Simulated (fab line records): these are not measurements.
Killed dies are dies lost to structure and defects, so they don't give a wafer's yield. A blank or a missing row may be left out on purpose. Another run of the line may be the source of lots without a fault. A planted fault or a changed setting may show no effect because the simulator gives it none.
2 desks looking at one fault ; flow sky130 ; only its own numbers are on each desk; what lay behind them is given at the end

THE TOOL OWNER'S DESK: furnace-02
The tool's own readings at SKY_GATE_OXIDE_OXIDATION_16 (stabilise 600 s, purge 300 s, target thk 3.57 nm): means of the sampled wafers that have a number, for each lot that ran on this tool. Any lot whose mean is over 4 standard deviations away from the usual mean is out of limits and marked OUT; that distance is given in the brackets.
Columns: A = spike-tc-top-C at SKY_GATE_OXIDE_OXIDATION_16, usual 812.4 C
lot;first seen here;A
L121;day 17 14:08;812.8
L122;day 17 14:08;813.1
L123;day 18 03:27;812.8
L134;day 22 05:19;812.9
Result from this desk: across the 4 lots, nothing is out of limits.

FROM THE METROLOGY DESK
What the gauges read, lot by lot, whatever tool the lot ran on: means of the sampled wafers that have a number. Any lot whose mean is over 4 standard deviations away from the usual mean is out of limits and marked OUT; that distance is given in the brackets.
Columns: A = GATE_OXIDE_OVL at SKY_GATE_OXIDE_OVL_MEAS_10, usual -0.5 nm; B = GATE_OXIDE_TW at SKY_GATE_OXIDE_TW_MEAS_14, usual 224.4
lot;first seen here;A;B
L112;day 14 17:25;1.3;222.2
L121;day 17 12:56;-2.5;225.3
L122;day 17 13:22;-0.7;223.3
L123;day 18 02:16;-0.4;224.7
L128;day 20 01:02;-0.0;226.7
L132;day 21 02:02;-0.0;221.0
L134;day 22 03:56;0.5;220.3
Result from this desk: across the 7 lots, nothing is out of limits.

PUT TOGETHER
The desk of the tool owner found nothing out of limits.
At the metrology desk, nothing out of limits was observed.

WHAT WAS PUT IN BY THE SIMULATOR
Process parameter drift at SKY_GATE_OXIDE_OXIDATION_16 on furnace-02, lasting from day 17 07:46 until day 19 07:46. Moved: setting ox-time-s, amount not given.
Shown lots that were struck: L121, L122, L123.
